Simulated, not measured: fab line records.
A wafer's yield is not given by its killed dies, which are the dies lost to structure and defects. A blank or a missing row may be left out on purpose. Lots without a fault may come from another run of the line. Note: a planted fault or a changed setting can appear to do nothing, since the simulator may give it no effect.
A lot that was struck, set against a sound lot ; flow sky130 ; 43 out of 708 route steps
Sound: the wafers L546.1, L546.5, L546.6. Struck: wafer L555.2 (L555.4, L555.6, from the same lot, were not struck and are left out); the cause is given at the end.
For every step that has rows: the tool of each side, followed by ch and its chambers, followed by its first start. Under that, the readings that differ: sound wafers ; struck wafers ; difference of the means ; sigmas: that difference in standard deviations of wafers without a fault.
alike: readings whose means differ by less than 2 such deviations, and words and numbers that are the same on both sides. not compared: withheld readings, readings that some wafer has no value for, bounds like >300 that may hide the same value, and numbers for which the record gives no deviation and whose values overlap.
Wherever a step has rows on one side only, a row that says differs or no value, or a row with sigmas, the two part there. Numbers that have no deviation but don't overlap get no sigmas and don't part them. A reading missing from all wafers of one side parts the sides only when that side holds two or more wafers.

first, 4 steps without rows for these wafers: SKY_VIA3_CLEAN_18 (cleans in IPA, time 180 s); SKY_VIA3_CLEAN_19 (cleans in O3/DIW); SKY_VIA3_SPUTTER_20 (material TiN, target thk 20 nm, time 80 s); SKY_VIA3_CVD_21 (deposits W, target thk 390 nm, time 117.31 s).
SKY_VIA3_RS_MEAS_22: measurement is done with a four-point probe.
  struck on film-metro-01, day 43 02:37; sound on film-metro-02, day 40 00:04
reading;sound;struck;difference;sigmas
VIA3_W_RS (ohm/sq);0.2925 0.2880 0.2873;0.2946;+0.0053;+2
SKY_VIA3_THK_MEAS_23: measures by xrf.
  struck on film-metro-01, day 43 02:43; sound on film-metro-02, day 40 00:11
reading;sound;struck;difference;sigmas
VIA3_W_THK (nm);394 397 400;384;-13;-2
then, 3 steps without rows for these wafers: SKY_VIA3_CMP_24 (polishes, stops on SiO2, t overpolish 20 s, target thk 0 nm); SKY_METAL4_SPUTTER_00 (material Ti, target thk 15 nm, time 10 s); SKY_METAL4_SPUTTER_01 (material TiN, target thk 20 nm, time 16.7 s).
SKY_METAL4_SPUTTER_02: material AlCu, target thk 735 nm, time 39.1 s.
  struck on pvd-sputter-01, day 43 03:07; sound on pvd-sputter-04, day 40 00:36
  alike: cathode-dc-power-W, throttle-valve-pct
then, 2 steps without rows for these wafers: SKY_METAL4_SPUTTER_03 (material Ti, target thk 5 nm, time 3.3 s); SKY_METAL4_SPUTTER_04 (material TiN, target thk 70 nm, time 58.3 s).
SKY_CAP2M_CVD_00: deposits SiO2, target thk 15.5 nm.
  sound on pecvd-04 ch 0,2, day 40 00:43; struck on pecvd-03 ch 0, day 43 03:14
reading;sound;struck;difference;sigmas
model.SiO2_of_CAP2M_CVD_00.thk-nm (nm);15.4 15.76 15.84;13.96;-1.71;
  alike: heater-power-w, rf-fwd-power-W
SKY_CAP2M_THK_MEAS_01:
  struck on film-metro-04, day 43 03:30; sound on film-metro-04, day 40 00:44
reading;sound;struck;difference;sigmas
CAP2M_CVD_00_THK (nm);15.42 15.73 15.82;13.93;-1.73;-9
  not compared: hold
SKY_CAP2M_RS_MEAS_03: measurement is done with a four-point probe.
  struck on film-metro-02, day 43 16:19; sound on film-metro-04, day 40 00:54
  alike: CAP2M_TIN_RS
SKY_CAP2M_THK_MEAS_04: measures by xrf.
  struck on film-metro-02, day 43 16:26; sound on film-metro-04, day 40 01:01
  alike: CAP2M_TIN_THK
then, 7 steps without rows for these wafers: SKY_CAP2M_DEHYDRATE_05 (time 60 s); SKY_CAP2M_HMDS_06 (prime time 60 s); SKY_CAP2M_COAT_07 (resist thk 1140 nm); SKY_CAP2M_SOFTBAKE_08 (time 60 s); SKY_CAP2M_EXPOSE_09 (exposes mask CAP2M, target cd 1000 nm); SKY_CAP2M_PEB_10; SKY_CAP2M_DEVELOP_11 (develop time 60 s).
SKY_CAP2M_OVL_MEAS_12:
  struck on overlay-01, day 44 03:10; sound on overlay-01, day 41 00:46
  alike: CAP2M_OVL
SKY_CAP2M_METAL_ETCH_13: etches TiN in Cl2/BCl3, stops on SiO2, target depth 220 nm, time 62.9 s.
  sound on rie-metal-04 ch 0,1, day 41 00:48; struck on rie-metal-04 ch 1, day 44 03:12
reading;sound;struck;difference;sigmas
rf-fwd-power-W (W);887 889 889;896;+8;+2
  alike: drypump-motor-current-A, oes-product-au, throttle-valve-pct
  not compared: rf-hours-counter-h
SKY_CAP2M_STRIP_14: strips in O2/N2.
  sound on plasma-asher-01 ch 0,1, day 41 00:53; struck on plasma-asher-01 ch 1, day 44 03:17
  alike: drypump-motor-current-A, oes-product-au, strip-time-to-endpoint-s
  not compared: rf-hours-counter-h
then, 11 steps without rows for these wafers: SKY_CAP2M_STRIP_15 (strips in post etch residue remover, time 1200 s); SKY_CAP2M_CLEAN_16 (cleans in IPA, time 180 s); SKY_CAP2M_CLEAN_17 (cleans in O3/DIW); SKY_METAL4_DEHYDRATE_05 (time 60 s); SKY_METAL4_HMDS_06 (prime time 60 s); SKY_METAL4_COAT_07 (resist thk 60 nm); SKY_METAL4_COAT_08 (resist thk 1140 nm); SKY_METAL4_SOFTBAKE_09 (time 90 s); SKY_METAL4_EXPOSE_10 (exposes mask MM4, target cd 300 nm); SKY_METAL4_PEB_11; SKY_METAL4_DEVELOP_12 (develop time 60 s).
SKY_METAL4_CD_MEAS_13 targets a cd of 300 nm.
  struck on cd-sem-01, day 45 01:50; sound on cd-sem-02, day 42 01:52
  alike: cd-nm
SKY_METAL4_OVL_MEAS_14:
  struck on overlay-02, day 45 01:56; sound on overlay-02, day 42 01:59
  alike: METAL4_OVL
SKY_METAL4_DESCUM_15: chemistry O2, time 8 s.
  sound on rie-metal-04 ch 0,1, day 42 02:01; struck on rie-metal-03 ch 1, day 45 01:58
  alike: drypump-motor-current-A, oes-product-au, rf-fwd-power-W
  not compared: rf-hours-counter-h
SKY_METAL4_ETCH_16: etches BARC in N2/H2, stops on SiO2, time 88.2 s, target depth 60 nm.
  sound on rie-metal-04 ch 0,1, day 42 02:04; struck on rie-metal-03 ch 1, day 45 02:00
  alike: drypump-motor-current-A, oes-product-au, rf-fwd-power-W, throttle-valve-pct
  not compared: rf-hours-counter-h
SKY_METAL4_ETCH_17: etches SiO2 in C4F8/O2/Ar, stops on TiN, time 3.9 s, target depth 15 nm.
  sound on rie-diel-02 ch 0,1,3, day 42 02:11; struck on rie-diel-03 ch 2, day 45 02:06
reading;sound;struck;difference;sigmas
oes-product-au (a.u.);0.747 0.757 0.766;0.724;-0.033;-5
model.etch.depth-nm (nm);15.4 15.76 15.84;13.96;-1.71;
  alike: rf-fwd-power-W
  not compared: rf-hours-counter-h
-- the record jumps here: 4 days lie between the struck wafers' starts before and after (it left off in module METAL4 and takes up again in module PAD_OPEN, whose first step shown is number 708 of the route) --
SKY_PAD_OPEN_PROBE_99:
  struck on prober-01, day 48 18:23; sound on prober-02, day 46 02:37
reading;sound;struck;difference;sigmas
model.etest.cap-mim2.bv-v (V);14.02 14.37 13.72;12.2;-1.8;
model.etest.cap-mim2.leak-log10-a-cm2;-8.87 -8.965 -8.918;-8.495;+0.423;
model.etest.cap-mim2.c-ff-um2;2.378 2.301 2.293;2.599;+0.275;
  alike: defect-limited-yield, killed_at_M0_to_M3, killed_at_M4_up, killed-at-contacts, killed-at-front-end, killed-at-other, killed-dies, killed-open, killed-short, sort_bin_3_pad_short, sort_bin_5_function, sort_bin_6_memory, sort-n-pass, sort-yield-pct

## WHERE THEY PART
At SKY_VIA3_RS_MEAS_22 first; at SKY_METAL4_ETCH_17 last (within this record only). Later steps at which nothing parts them and some readings are alike: SKY_PAD_OPEN_PROBE_99.

WHY: whatever the simulator had introduced
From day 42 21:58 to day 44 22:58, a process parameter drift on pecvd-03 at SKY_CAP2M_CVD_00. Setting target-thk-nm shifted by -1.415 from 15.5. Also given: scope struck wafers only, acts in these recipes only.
